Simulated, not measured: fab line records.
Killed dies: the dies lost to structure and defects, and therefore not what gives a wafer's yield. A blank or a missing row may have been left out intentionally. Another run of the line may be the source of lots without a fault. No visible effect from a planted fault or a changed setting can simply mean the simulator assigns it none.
A struck lot beside a sound one / flow gf180mcu / 14 out of 602 route steps
Sound: these wafers, L915.2, L915.4, L915.5. The struck wafers were L921.3, L921.4, L921.5. The cause is named last.
At each step with rows: each side's tool, then ch and its chambers, then its first start. Under that, the readings that differ: sound wafers / struck wafers / difference of the means / sigmas: that difference in standard deviations of wafers without a fault.
alike: same words and numbers on both sides, and readings whose means sit less than 2 such deviations apart. not compared: any withheld reading, any reading some wafer has no value for, any bound like >300 that may hide the same value, and any number with overlapping values for which the record gives no deviation.
A row with sigmas, a row that says differs or no value, or rows on one side alone: a step with any of these is where the two part. Numbers that have no deviation but don't overlap get no sigmas and don't part them. Lack of a reading on every wafer of one side parts them only where that side has two or more wafers.

first, 1 step without rows for these wafers: GF_HV_LDD_DEVELOP_06 (develop time 60 s).
GF_HV_LDD_CD_MEAS_07: target cd 400 nm.
  sound: cdSem-01 at day 13 10:38; struck: cdSem-01 at day 15 08:21
  alike: cdNm
GF_HV_LDD_OVL_MEAS_08:
  sound: overlay-02 at day 13 10:44; struck: overlay-02 at day 15 08:26
  alike: HV_LDD_OVL
after that, 1 step had no rows for these wafers: GF_HV_LDD_IMPLANT_09.
GF_HV_LDD_STRIP_10: strips in O2/N2.
  sound on plasmaAsher-03 ch 0,1, day 13 10:55; struck on plasmaAsher-02 ch 0,1, day 15 08:39
  alike: drypumpMotorCurrentA, heaterPowerW, oesProductAu, stripTimeToEndpointS
  not compared: rfHoursCounterH
GF_HV_LDD_TW_MEAS_11:
  sound: filmMetro-04 at day 13 11:02; struck: filmMetro-04 at day 15 08:44
  alike: HV_LDD_TW
then, 6 steps without rows for these wafers: GF_HV_LDD_DEHYDRATE_12 (time 60 s); GF_HV_LDD_HMDS_13 (prime time 60 s); GF_HV_LDD_COAT_14 (resist thk 1000 nm); GF_HV_LDD_SOFTBAKE_15 (time 60 s); GF_HV_LDD_EXPOSE_16 (exposes mask Pplus LV AREA, target cd 400 nm); GF_HV_LDD_PEB_17.
GF_HV_LDD_DEVELOP_18: develop time 60 s.
  sound on lithoTrack-03 ch 0, day 14 07:35; struck on lithoTrack-03, day 16 06:34
  no value came back on the struck wafers for chillPlateTempC (C), developTimeS (s); on the sound wafers chillPlateTempC (C) reads 22.77 22.77 23.01
GF_HV_LDD_CD_MEAS_19: target cd 400 nm.
  sound: cdSem-02 at day 14 07:44; struck: cdSem-01 at day 16 06:42
reading=cdNm (nm); sound=402.5 402.3 403.2; struck=- - -; difference=no value on the struck wafers; sigmas=

## WHERE THEY PART
First at GF_HV_LDD_DEVELOP_18; last, within this record, at GF_HV_LDD_CD_MEAS_19.

WHY: what had been put in by the simulator
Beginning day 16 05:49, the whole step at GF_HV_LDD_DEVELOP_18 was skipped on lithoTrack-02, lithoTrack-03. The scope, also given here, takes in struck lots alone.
